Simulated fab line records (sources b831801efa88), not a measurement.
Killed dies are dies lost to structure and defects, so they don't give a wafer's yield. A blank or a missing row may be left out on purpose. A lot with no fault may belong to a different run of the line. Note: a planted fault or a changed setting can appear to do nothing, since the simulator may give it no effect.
What tool caused it? || flow gf180mcu || 72 wafers from 24 lots sampled at 6 of the route's 602 steps

## WHAT THE GAUGES READ, wafer by wafer
GF_V1_THK_MEAS_01.
{"lot": "L074", "measured": "day 17 11:12", "on": "film metro-02", "V1_CVD_00_THK (nm)": "587 583 598"}
{"lot": "L075", "measured": "day 17 19:22", "on": "film metro-02", "V1_CVD_00_THK (nm)": "598 587 598"}
{"lot": "L076", "measured": "day 18 04:27", "on": "film metro-01", "V1_CVD_00_THK (nm)": "591 593 605"}
{"lot": "L077", "measured": "day 18 07:14", "on": "film metro-02", "V1_CVD_00_THK (nm)": "594 588 587"}
{"lot": "L078", "measured": "day 18 23:17", "on": "film metro-01", "V1_CVD_00_THK (nm)": "598 604 607"}
{"lot": "L079", "measured": "day 19 03:44", "on": "film metro-01", "V1_CVD_00_THK (nm)": "602 593 595"}
{"lot": "L080", "measured": "day 19 15:37", "on": "film metro-03", "V1_CVD_00_THK (nm)": "596 598 605"}
{"lot": "L081", "measured": "day 19 23:24", "on": "film metro-03", "V1_CVD_00_THK (nm)": "587 591 595"}
{"lot": "L082", "measured": "day 20 06:07", "on": "film metro-03", "V1_CVD_00_THK (nm)": "601 605 597"}
{"lot": "L083", "measured": "day 20 10:49", "on": "film metro-01", "V1_CVD_00_THK (nm)": "599 591 595"}
{"lot": "L084", "measured": "day 21 00:40", "on": "film metro-01", "V1_CVD_00_THK (nm)": "595 591 594"}
{"lot": "L085", "measured": "day 21 05:53", "on": "film metro-01", "V1_CVD_00_THK (nm)": "600 604 592"}
{"lot": "L086", "measured": "day 21 16:11", "on": "film metro-01", "V1_CVD_00_THK (nm)": "597 602 596"}
{"lot": "L087", "measured": "day 22 01:06", "on": "film metro-01", "V1_CVD_00_THK (nm)": "593 595 598"}
{"lot": "L088", "measured": "day 22 11:01", "on": "film metro-02", "V1_CVD_00_THK (nm)": "600 597 610"}
{"lot": "L089", "measured": "day 22 22:46", "on": "film metro-02", "V1_CVD_00_THK (nm)": "597 606 598"}
{"lot": "L090", "measured": "day 23 05:25", "on": "film metro-01", "V1_CVD_00_THK (nm)": "595 594 593"}
{"lot": "L091", "measured": "day 23 11:57", "on": "film metro-01", "V1_CVD_00_THK (nm)": "600 604 596"}
{"lot": "L092", "measured": "day 23 17:53", "on": "film metro-02", "V1_CVD_00_THK (nm)": "588 601 591"}
{"lot": "L093", "measured": "day 24 03:09", "on": "film metro-01", "V1_CVD_00_THK (nm)": "589 595 595"}
{"lot": "L094", "measured": "day 24 06:24", "on": "film metro-01", "V1_CVD_00_THK (nm)": "596 603 586"}
{"lot": "L095", "measured": "day 24 14:35", "on": "film metro-01", "V1_CVD_00_THK (nm)": "599 595 603"}
{"lot": "L096", "measured": "day 25 09:41", "on": "film metro-01", "V1_CVD_00_THK (nm)": "594 596 594"}
{"lot": "L097", "measured": "day 25 11:49", "on": "film metro-01", "V1_CVD_00_THK (nm)": "611 603 595"}

GF_V3_BOW_MEAS_05.
{"lot": "L074", "measured": "day 21 18:22", "on": "film metro-03", "V3_BOW (um)": "126 120 128"}
{"lot": "L075", "measured": "day 22 03:35", "on": "film metro-03", "V3_BOW (um)": "108 117 108"}
{"lot": "L076", "measured": "day 22 12:22", "on": "film metro-02", "V3_BOW (um)": "110 111 113"}
{"lot": "L077", "measured": "day 22 13:40", "on": "film metro-01", "V3_BOW (um)": "123 123 127"}
{"lot": "L078", "measured": "day 23 06:12", "on": "film metro-03", "V3_BOW (um)": "121 129 110"}
{"lot": "L079", "measured": "day 23 09:57", "on": "film metro-03", "V3_BOW (um)": "131 135 132"}
{"lot": "L080", "measured": "day 23 21:49", "on": "film metro-03", "V3_BOW (um)": "117 113 124"}
{"lot": "L081", "measured": "day 24 04:47", "on": "film metro-01", "V3_BOW (um)": "110 101 108"}
{"lot": "L082", "measured": "day 24 10:19", "on": "film metro-01", "V3_BOW (um)": "102 110 100"}
{"lot": "L083", "measured": "day 24 13:49", "on": "film metro-01", "V3_BOW (um)": "107 114 114"}
{"lot": "L084", "measured": "day 25 03:20", "on": "film metro-03", "V3_BOW (um)": "126 123 123"}
{"lot": "L085", "measured": "day 25 06:56", "on": "film metro-02", "V3_BOW (um)": "119 113 109"}
{"lot": "L086", "measured": "day 25 16:47", "on": "film metro-01", "V3_BOW (um)": "112 120 107"}
{"lot": "L087", "measured": "day 25 23:52", "on": "film metro-02", "V3_BOW (um)": "103 109 107"}
{"lot": "L088", "measured": "day 26 09:43", "on": "film metro-01", "V3_BOW (um)": "112 122 115"}
{"lot": "L089", "measured": "day 26 21:12", "on": "film metro-03", "V3_BOW (um)": "135 133 122"}
{"lot": "L090", "measured": "day 27 03:41", "on": "film metro-01", "V3_BOW (um)": "130 124 116"}
{"lot": "L091", "measured": "day 27 08:13", "on": "film metro-01", "V3_BOW (um)": "106 93 110"}
{"lot": "L092", "measured": "day 27 14:26", "on": "film metro-01", "V3_BOW (um)": "120 127 111"}
{"lot": "L093", "measured": "day 28 00:23", "on": "film metro-02", "V3_BOW (um)": "94 100 99"}
{"lot": "L094", "measured": "day 28 02:20", "on": "film metro-02", "V3_BOW (um)": "110 103 110"}
{"lot": "L095", "measured": "day 28 07:53", "on": "film metro-01", "V3_BOW (um)": "117 115 114"}
{"lot": "L096", "measured": "day 29 02:34", "on": "film metro-03", "V3_BOW (um)": "126 122 120"}
{"lot": "L097", "measured": "day 29 04:06", "on": "film metro-02", "V3_BOW (um)": "117 119 116"}

GF_V4_CD_MEAS_14 targets a cd of 260 nm.
{"lot": "L074", "measured": "day 24 17:56", "on": "cd sem-02", "cd nm (nm)": "259.5 260.8 260.8"}
{"lot": "L075", "measured": "day 25 02:58", "on": "cd sem-01", "cd nm (nm)": "260.7 261.3 261.1"}
{"lot": "L076", "measured": "day 25 11:08", "on": "cd sem-02", "cd nm (nm)": "258.8 258.1 258.8"}
{"lot": "L077", "measured": "day 25 11:29", "on": "cd sem-01", "cd nm (nm)": "260.2 260.2 260.6"}
{"lot": "L078", "measured": "day 26 03:37", "on": "cd sem-02", "cd nm (nm)": "259.0 257.8 259.0"}
{"lot": "L079", "measured": "day 26 05:49", "on": "cd sem-02", "cd nm (nm)": "260.3 260.8 261.1"}
{"lot": "L080", "measured": "day 26 17:08", "on": "cd sem-01", "cd nm (nm)": "261.4 261.2 261.2"}
{"lot": "L081", "measured": "day 27 01:03", "on": "cd sem-02", "cd nm (nm)": "259.1 258.8 259.1"}
{"lot": "L082", "measured": "day 27 05:26", "on": "cd sem-02", "cd nm (nm)": "258.1 259.8 260.0"}
{"lot": "L083", "measured": "day 27 08:32", "on": "cd sem-01", "cd nm (nm)": "260.2 260.7 260.1"}
{"lot": "L084", "measured": "day 27 21:10", "on": "cd sem-02", "cd nm (nm)": "260.3 260.2 260.7"}
{"lot": "L085", "measured": "day 28 02:06", "on": "cd sem-01", "cd nm (nm)": "260.5 259.2 258.8"}
{"lot": "L086", "measured": "day 28 09:22", "on": "cd sem-01", "cd nm (nm)": "260.6 260.4 259.9"}
{"lot": "L087", "measured": "day 28 14:57", "on": "cd sem-02", "cd nm (nm)": "261.3 261.2 260.7"}
{"lot": "L088", "measured": "day 29 00:44", "on": "cd sem-02", "cd nm (nm)": "257.4 257.6 257.8"}
{"lot": "L089", "measured": "day 29 10:44", "on": "cd sem-02", "cd nm (nm)": "259.5 261.2 260.2"}
{"lot": "L090", "measured": "day 29 20:24", "on": "cd sem-01", "cd nm (nm)": "261.4 260.3 261.4"}
{"lot": "L091", "measured": "day 29 22:26", "on": "cd sem-02", "cd nm (nm)": "258.7 258.1 259.1"}
{"lot": "L092", "measured": "day 30 02:52", "on": "cd sem-02", "cd nm (nm)": "258.0 258.2 259.6"}
{"lot": "L093", "measured": "day 30 12:55", "on": "cd sem-02", "cd nm (nm)": "260.5 260.5 261.8"}
{"lot": "L094", "measured": "day 30 14:08", "on": "cd sem-02", "cd nm (nm)": "259.9 259.8 259.2"}
{"lot": "L095", "measured": "day 30 20:13", "on": "cd sem-01", "cd nm (nm)": "259.3 259.1 260.0"}
{"lot": "L096", "measured": "day 31 14:11", "on": "cd sem-01", "cd nm (nm)": "260.1 259.9 260.1"}
{"lot": "L097", "measured": "day 31 14:59", "on": "cd sem-02", "cd nm (nm)": "260.0 259.7 260.5"}

GF_V4_THK_MEAS_25: measures by xrf.
{"lot": "L074", "measured": "day 24 19:05", "on": "film metro-03", "V4_W_THK (nm)": "344 341 341"}
{"lot": "L075", "measured": "day 25 04:07", "on": "film metro-04", "V4_W_THK (nm)": "338 348 339"}
{"lot": "L076", "measured": "day 25 12:17", "on": "film metro-04", "V4_W_THK (nm)": "341 339 341"}
{"lot": "L077", "measured": "day 25 12:40", "on": "film metro-03", "V4_W_THK (nm)": "342 342 345"}
{"lot": "L078", "measured": "day 26 04:45", "on": "film metro-04", "V4_W_THK (nm)": "345 344 347"}
{"lot": "L079", "measured": "day 26 07:04", "on": "film metro-02", "V4_W_THK (nm)": "336 336 334"}
{"lot": "L080", "measured": "day 26 18:16", "on": "film metro-04", "V4_W_THK (nm)": "346 348 345"}
{"lot": "L081", "measured": "day 27 02:14", "on": "film metro-02", "V4_W_THK (nm)": "342 341 340"}
{"lot": "L082", "measured": "day 27 06:38", "on": "film metro-03", "V4_W_THK (nm)": "344 339 341"}
{"lot": "L083", "measured": "day 27 09:40", "on": "film metro-03", "V4_W_THK (nm)": "337 342 339"}
{"lot": "L084", "measured": "day 27 22:22", "on": "film metro-04", "V4_W_THK (nm)": "338 339 346"}
{"lot": "L085", "measured": "day 28 03:15", "on": "film metro-04", "V4_W_THK (nm)": "341 338 343"}
{"lot": "L086", "measured": "day 28 10:32", "on": "film metro-04", "V4_W_THK (nm)": "342 340 341"}
{"lot": "L087", "measured": "day 28 16:05", "on": "film metro-03", "V4_W_THK (nm)": "337 340 346"}
{"lot": "L088", "measured": "day 29 02:01", "on": "film metro-02", "V4_W_THK (nm)": "332 336 334"}
{"lot": "L089", "measured": "day 29 11:55", "on": "film metro-04", "V4_W_THK (nm)": "341 343 342"}
{"lot": "L090", "measured": "day 29 21:33", "on": "film metro-04", "V4_W_THK (nm)": "345 345 344"}
{"lot": "L091", "measured": "day 29 23:34", "on": "film metro-02", "V4_W_THK (nm)": "331 334 332"}
{"lot": "L092", "measured": "day 30 04:01", "on": "film metro-04", "V4_W_THK (nm)": "347 343 346"}
{"lot": "L093", "measured": "day 30 14:04", "on": "film metro-03", "V4_W_THK (nm)": "340 341 342"}
{"lot": "L094", "measured": "day 30 15:17", "on": "film metro-03", "V4_W_THK (nm)": "346 348 351"}
{"lot": "L095", "measured": "day 30 21:23", "on": "film metro-03", "V4_W_THK (nm)": "343 346 342"}
{"lot": "L096", "measured": "day 31 15:22", "on": "film metro-03", "V4_W_THK (nm)": "349 350 345"}
{"lot": "L097", "measured": "day 31 16:08", "on": "film metro-03", "V4_W_THK (nm)": "344 344 342"}

GF_PASSIVATION_THK_MEAS_03.
{"lot": "L074", "measured": "day 28 11:02", "on": "film metro-02", "PASSIVATION_CVD_02_THK (nm)": "705 693 719"}
{"lot": "L075", "measured": "day 28 19:41", "on": "film metro-02", "PASSIVATION_CVD_02_THK (nm)": "699 711 700"}
{"lot": "L076", "measured": "day 29 02:59", "on": "film metro-02", "PASSIVATION_CVD_02_THK (nm)": "692 694 697"}
{"lot": "L077", "measured": "day 29 02:41", "on": "film metro-02", "PASSIVATION_CVD_02_THK (nm)": "706 701 715"}
{"lot": "L078", "measured": "day 29 17:42", "on": "film metro-04", "PASSIVATION_CVD_02_THK (nm)": "700 710 718"}
{"lot": "L079", "measured": "day 29 19:21", "on": "film metro-02", "PASSIVATION_CVD_02_THK (nm)": "689 712 708"}
{"lot": "L080", "measured": "day 30 06:34", "on": "film metro-04", "PASSIVATION_CVD_02_THK (nm)": "714 715 723"}
{"lot": "L081", "measured": "day 30 17:23", "on": "film metro-04", "PASSIVATION_CVD_02_THK (nm)": "707 711 723"}
{"lot": "L082", "measured": "day 30 18:20", "on": "film metro-04", "PASSIVATION_CVD_02_THK (nm)": "711 714 721"}
{"lot": "L083", "measured": "day 30 20:17", "on": "film metro-02", "PASSIVATION_CVD_02_THK (nm)": "714 718 710"}
{"lot": "L084", "measured": "day 31 08:09", "on": "film metro-03", "PASSIVATION_CVD_02_THK (nm)": "707 705 721"}
{"lot": "L085", "measured": "day 31 10:42", "on": "film metro-03", "PASSIVATION_CVD_02_THK (nm)": "701 701 705"}
{"lot": "L086", "measured": "day 31 19:23", "on": "film metro-03", "PASSIVATION_CVD_02_THK (nm)": "700 698 707"}
{"lot": "L087", "measured": "day 31 22:07", "on": "film metro-02", "PASSIVATION_CVD_02_THK (nm)": "694 712 722"}
{"lot": "L088", "measured": "day 32 08:48", "on": "film metro-02", "PASSIVATION_CVD_02_THK (nm)": "694 721 711"}
{"lot": "L089", "measured": "day 32 16:32", "on": "film metro-03", "PASSIVATION_CVD_02_THK (nm)": "698 708 711"}
{"lot": "L090", "measured": "day 33 00:32", "on": "film metro-02", "PASSIVATION_CVD_02_THK (nm)": "706 704 716"}
{"lot": "L091", "measured": "day 33 02:22", "on": "film metro-04", "PASSIVATION_CVD_02_THK (nm)": "705 705 717"}
{"lot": "L092", "measured": "day 33 05:59", "on": "film metro-02", "PASSIVATION_CVD_02_THK (nm)": "699 703 712"}
{"lot": "L093", "measured": "day 33 15:28", "on": "film metro-04", "PASSIVATION_CVD_02_THK (nm)": "693 700 702"}
{"lot": "L094", "measured": "day 33 16:43", "on": "film metro-03", "PASSIVATION_CVD_02_THK (nm)": "693 688 697"}
{"lot": "L095", "measured": "day 33 22:10", "on": "film metro-03", "PASSIVATION_CVD_02_THK (nm)": "694 686 720"}
{"lot": "L096", "measured": "day 34 12:26", "on": "film metro-03", "PASSIVATION_CVD_02_THK (nm)": "708 711 720"}
{"lot": "L097", "measured": "day 34 13:21", "on": "film metro-02", "PASSIVATION_CVD_02_THK (nm)": "695 704 706"}

## WHAT TOOL EACH LOT RAN ON (gives the tool, then ch and the chambers of the sampled wafers, and finally the start)
{"lot": "L074", "GF_V5_CVD_23": "cvd w-01 ch 0,1, day 27 13:19"}
{"lot": "L075", "GF_V5_CVD_23": "cvd w-02 ch 0,1, day 27 21:30"}
{"lot": "L076", "GF_V5_CVD_23": "cvd w-02 ch 1, day 28 05:50"}
{"lot": "L077", "GF_V5_CVD_23": "cvd w-01 ch 0,1, day 28 05:31"}
{"lot": "L078", "GF_V5_CVD_23": "cvd w-01 ch 1, day 28 20:38"}
{"lot": "L079", "GF_V5_CVD_23": "cvd w-02 ch 0,1, day 28 22:52"}
{"lot": "L080", "GF_V5_CVD_23": "cvd w-02 ch 0,1, day 29 09:00"}
{"lot": "L081", "GF_V5_CVD_23": "cvd w-01 ch 0,1, day 29 21:12"}
{"lot": "L082", "GF_V5_CVD_23": "cvd w-02 ch 0,1, day 29 22:00"}
{"lot": "L083", "GF_V5_CVD_23": "cvd w-01 ch 0,1, day 29 23:20"}
{"lot": "L084", "GF_V5_CVD_23": "cvd w-02 ch 0,1, day 30 11:25"}
{"lot": "L085", "GF_V5_CVD_23": "cvd w-01 ch 0, day 30 14:43"}
{"lot": "L086", "GF_V5_CVD_23": "cvd w-01 ch 0,1, day 30 22:49"}
{"lot": "L087", "GF_V5_CVD_23": "cvd w-02 ch 1, day 31 02:42"}
{"lot": "L088", "GF_V5_CVD_23": "cvd w-01 ch 0,1, day 31 14:16"}
{"lot": "L089", "GF_V5_CVD_23": "cvd w-02 ch 0,1, day 31 22:01"}
{"lot": "L090", "GF_V5_CVD_23": "cvd w-01 ch 0,1, day 32 06:25"}
{"lot": "L091", "GF_V5_CVD_23": "cvd w-01 ch 0,1, day 32 07:54"}
{"lot": "L092", "GF_V5_CVD_23": "cvd w-01 ch 0,1, day 32 11:47"}
{"lot": "L093", "GF_V5_CVD_23": "cvd w-01 ch 0,1, day 32 21:40"}
{"lot": "L094", "GF_V5_CVD_23": "cvd w-02 ch 0,1, day 32 22:58"}
{"lot": "L095", "GF_V5_CVD_23": "cvd w-01 ch 0,1, day 33 04:09"}
{"lot": "L096", "GF_V5_CVD_23": "cvd w-02 ch 0,1, day 33 18:58"}
{"lot": "L097", "GF_V5_CVD_23": "cvd w-01 ch 0,1, day 33 20:32"}
- GF_V5_CVD_23: deposits W, target thk 350 nm, time 104.9 s.

## AS READ BY THE TOOLS THEMSELVES (means over the sampled wafers that have a number; for cases with no such wafer, the mark the record gives instead)
GF_V5_CVD_23.
{"lot": "L074", "tool": "cvd w-01", "heater power w (W)": 822}
{"lot": "L075", "tool": "cvd w-02", "heater power w (W)": 799}
{"lot": "L076", "tool": "cvd w-02", "heater power w (W)": 762}
{"lot": "L077", "tool": "cvd w-01", "heater power w (W)": 840}
{"lot": "L078", "tool": "cvd w-01", "heater power w (W)": 847}
{"lot": "L079", "tool": "cvd w-02", "heater power w (W)": 791}
{"lot": "L080", "tool": "cvd w-02", "heater power w (W)": 804}
{"lot": "L081", "tool": "cvd w-01", "heater power w (W)": 840}
{"lot": "L082", "tool": "cvd w-02", "heater power w (W)": 780}
{"lot": "L083", "tool": "cvd w-01", "heater power w (W)": 824}
{"lot": "L084", "tool": "cvd w-02", "heater power w (W)": 828}
{"lot": "L085", "tool": "cvd w-01", "heater power w (W)": 816}
{"lot": "L086", "tool": "cvd w-01", "heater power w (W)": 835}
{"lot": "L087", "tool": "cvd w-02", "heater power w (W)": 753}
{"lot": "L088", "tool": "cvd w-01", "heater power w (W)": 817}
{"lot": "L089", "tool": "cvd w-02", "heater power w (W)": 807}
{"lot": "L090", "tool": "cvd w-01", "heater power w (W)": 813}
{"lot": "L091", "tool": "cvd w-01", "heater power w (W)": 839}
{"lot": "L092", "tool": "cvd w-01", "heater power w (W)": 851}
{"lot": "L093", "tool": "cvd w-01", "heater power w (W)": 818}
{"lot": "L094", "tool": "cvd w-02", "heater power w (W)": 837}
{"lot": "L095", "tool": "cvd w-01", "heater power w (W)": 817}
{"lot": "L096", "tool": "cvd w-02", "heater power w (W)": 832}
{"lot": "L097", "tool": "cvd w-01", "heater power w (W)": 840}

## THE ANSWER, worked out from the rows above alone
Rule: what is usual is taken from the lots themselves. Put in order of their means at a reading, lots are off if they are a third of the lots or fewer, leave a main group of 4 or more, and stand apart from it by a gap of 3 or more times the standard deviation of the main group's means; of several such gaps the widest counts. A main group is skipped when, at the precision printed for the reading in the tables above, its means are all equal. A lot without any number at a reading at which 4 lots or more have one is off too. Any other lot the step has rows for is counted as sound. Order of review: gauges by route order, followed by the tools' own readings, for which a lot's mean as printed above is used. At the first step where some lot is off, the reading lying furthest off is the one used; lots without a number count as furthest.
Across all readings shown, no lot is off: no conclusion can be drawn from this.

## WHAT WAS PUT IN BY THE SIMULATOR
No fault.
